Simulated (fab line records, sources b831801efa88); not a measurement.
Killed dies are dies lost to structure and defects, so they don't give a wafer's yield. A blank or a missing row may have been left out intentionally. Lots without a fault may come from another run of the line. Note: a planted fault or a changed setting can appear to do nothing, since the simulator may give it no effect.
Matching of chambers + flow sfq-line + 4 sister chambers for SFQ_TRILAYER_I5_BARC_OPEN_VIA_ETCH_200 on rie-diel-03
The step etches BARC in O2, target depth 125 nm, time 41.7 s. 16 wafers are shown with their chamber, then 8 later ones without.

== WAFERS PAIRED WITH THEIR CHAMBERS ==
| wafer  | chamber | drypump-motor-current-A (A) | oes-product-au (a.u.) |
|--------|---------|-----------------------------|-----------------------|
| L663.1 | 1       | 5.4                         | 0.680                 |
| L663.3 | 0       | 4.8                         | 0.688                 |
| L663.4 | 3       | 5.9                         | 0.685                 |
| L667.4 | 0       | 4.8                         | 0.684                 |
| L667.5 | 3       | 5.8                         | 0.691                 |
| L667.6 | 2       | 5.7                         | 0.682                 |
| L671.3 | 3       | 5.9                         | 0.689                 |
| L671.4 | 1       | 5.4                         | 0.687                 |
| L671.5 | 3       | 5.8                         | 0.689                 |
| L673.1 | 1       | 5.4                         | 0.691                 |
| L673.2 | 2       | 5.7                         | 0.687                 |
| L673.4 | 3       | 5.8                         | 0.683                 |
| L678.2 | 3       | 5.9                         | 0.693                 |
| L678.4 | 0       | 4.8                         | 0.685                 |
| L678.6 | 3       | 5.8                         | 0.686                 |
| L681.1 | 0       | 4.8                         | 0.682                 |

SIGNATURES, as means of the wafers listed above
| reading                 | chamber 0 | chamber 1 | chamber 2 | chamber 3 | scatter within a chamber |
|-------------------------|-----------|-----------|-----------|-----------|--------------------------|
| drypump-motor-current-A | 4.800     | 5.400     | 5.700     | 5.843     | 0.0378                   |
| oes-product-au          | 0.68475   | 0.68600   | 0.68450   | 0.68800   | 0.00373                  |
Rule: for a wafer and a chamber, the distance is found by dividing, reading by reading, the gap between the wafer's reading and the chamber's mean by the reading's scatter, squaring, summing and taking the root. The wafer belongs to the nearest chamber; if the next one is less than 2 further off, it can't be placed. The scatter is the square root of a quotient: the sum, over the shown wafers, of each reading's squared deviation from its chamber's mean, divided by wafers minus chambers.

== WAFERS WITH NO CHAMBER GIVEN ==
| wafer  | drypump-motor-current-A (A) | oes-product-au (a.u.) |
|--------|-----------------------------|-----------------------|
| L681.4 | 5.9                         | 0.688                 |
| L681.6 | 5.4                         | 0.678                 |
| L682.2 | 4.7                         | 0.689                 |
| L682.3 | 5.8                         | 0.684                 |
| L682.5 | 5.8                         | 0.683                 |
| L686.1 | 5.7                         | 0.683                 |
| L686.3 | 5.5                         | 0.692                 |
| L686.5 | 5.9                         | 0.676                 |

== CHAMBER TAKEN BY EACH ==
| wafer  | from the rows above     | in truth |
|--------|-------------------------|----------|
| L681.4 | 3                       | 3        |
| L681.6 | 1                       | 1        |
| L682.2 | 0                       | 0        |
| L682.3 | can't be placed: 3 or 2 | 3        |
| L682.5 | can't be placed: 3 or 2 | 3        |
| L686.1 | 2                       | 2        |
| L686.3 | 1                       | 1        |
| L686.5 | 3                       | 3        |
Placed correctly: 6 of 8. Not placeable from these rows: 2 (in 2, the candidates include the true chamber). 0 placed wrongly.
